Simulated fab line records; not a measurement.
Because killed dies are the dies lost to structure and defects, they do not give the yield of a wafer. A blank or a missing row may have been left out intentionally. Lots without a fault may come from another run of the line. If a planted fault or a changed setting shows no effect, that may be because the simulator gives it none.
Matching of chambers || flow sky130 || rie_diel-02 running SKY_CONTACT_ETCH_16: 4 sister chambers
The step etches BARC in N2/H2, stops on SiO2, time 45.9 s, target depth 60 nm. 4 wafers are shown with their chamber, then 9 later ones without.

== WAFERS PAIRED WITH THEIR CHAMBERS ==
{"wafer": "L624.4", "chamber": 1, "drypump_motor_current_A (A)": 6.2}
{"wafer": "L628.4", "chamber": 2, "drypump_motor_current_A (A)": 6.4}
{"wafer": "L631.5", "chamber": 3, "drypump_motor_current_A (A)": 4.9}
{"wafer": "L631.6", "chamber": 0, "drypump_motor_current_A (A)": 5.9}

== WAFERS WITHOUT THEIR CHAMBER ==
{"wafer": "L637.1", "drypump_motor_current_A (A)": 6.4}
{"wafer": "L637.3", "drypump_motor_current_A (A)": 5.9}
{"wafer": "L637.5", "drypump_motor_current_A (A)": 6.1}
{"wafer": "L638.1", "drypump_motor_current_A (A)": 6.2}
{"wafer": "L638.5", "drypump_motor_current_A (A)": 6.4}
{"wafer": "L638.6", "drypump_motor_current_A (A)": 4.8}
{"wafer": "L640.2", "drypump_motor_current_A (A)": 6.1}
{"wafer": "L640.3", "drypump_motor_current_A (A)": 6.3}
{"wafer": "L640.4", "drypump_motor_current_A (A)": 5.9}

== CHAMBER TAKEN BY EACH ==
{"wafer": "L637.1", "from the rows above": 2, "in truth": 2}
{"wafer": "L637.3", "from the rows above": 0, "in truth": 0}
{"wafer": "L637.5", "from the rows above": "can't be placed: 1 or 0", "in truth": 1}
{"wafer": "L638.1", "from the rows above": 1, "in truth": 1}
{"wafer": "L638.5", "from the rows above": 2, "in truth": 2}
{"wafer": "L638.6", "from the rows above": 3, "in truth": 3}
{"wafer": "L640.2", "from the rows above": "can't be placed: 1 or 0", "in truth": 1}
{"wafer": "L640.3", "from the rows above": "can't be placed: 1 or 2", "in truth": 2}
{"wafer": "L640.4", "from the rows above": 0, "in truth": 0}
Placed correctly: 6 of 9. These rows do not allow placing 3 (true chamber among the candidates in 3). 0 placed wrongly.
How it was worked out, from the rows above alone: a wafer's distance from a chamber is the root of the sum, over the readings, of the square of ((its reading less the chamber's mean) divided by the reading's scatter). The wafer belongs to the nearest chamber; if the next one is less than 2 further off, it can't be placed. For every chamber, the mean is computed from those of its wafers that are shown. The scatter: with one shown wafer a chamber, the root of the mean of the squares of how far each hidden wafer lies from its nearest shown one.
